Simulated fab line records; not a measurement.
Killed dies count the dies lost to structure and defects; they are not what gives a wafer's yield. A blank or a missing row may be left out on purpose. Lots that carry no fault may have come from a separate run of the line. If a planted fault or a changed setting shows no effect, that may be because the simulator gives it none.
Chamber matching ; flow gf180mcu ; GF_CONTACT_ETCH_16 on rie-diel-02 has 4 sister chambers
The step etches BARC in N2/H2. 8 wafers are shown with their chamber, then 7 later ones without.

== WAFERS, EACH WITH ITS CHAMBER ==
wafer;chamber;drypump-motor-current-A (A);oes-product-au (a.u.)
L611.1;3;5.2;0.850
L616.3;2;6.8;0.860
L616.4;1;5.0;0.854
L617.2;3;5.3;0.850
L617.3;0;5.4;0.853
L617.4;1;5.0;0.853
L626.1;0;5.4;0.860
L626.2;2;6.8;0.862

== WAFERS WITH NO CHAMBER GIVEN ==
wafer;drypump-motor-current-A (A);oes-product-au (a.u.)
L626.6;5.0;0.865
L628.2;5.2;0.857
L628.5;5.4;0.855
L628.6;5.2;0.854
L632.1;5.2;0.857
L632.3;6.8;0.847
L632.6;6.8;0.845

== WHICH CHAMBER EACH ONE RAN IN ==
wafer;from the rows above;in truth
L626.6;1;1
L628.2;3;3
L628.5;0;0
L628.6;3;3
L632.1;3;3
L632.3;2;2
L632.6;2;2
7 of 7 placed correctly. Left unplaced by these rows: 0. Placed wrongly: 0.
How it was worked out, from the rows above alone: a wafer's distance from a chamber is the root of the sum, over the readings, of the square of ((its reading less the chamber's mean) divided by the reading's scatter). The wafer belongs to the nearest chamber; if the next one is less than 2 further off, it can't be placed. For every chamber, the mean is computed from those of its wafers that are shown. The scatter is the square root of a quotient: the sum, over the shown wafers, of each reading's squared deviation from its chamber's mean, divided by wafers minus chambers.
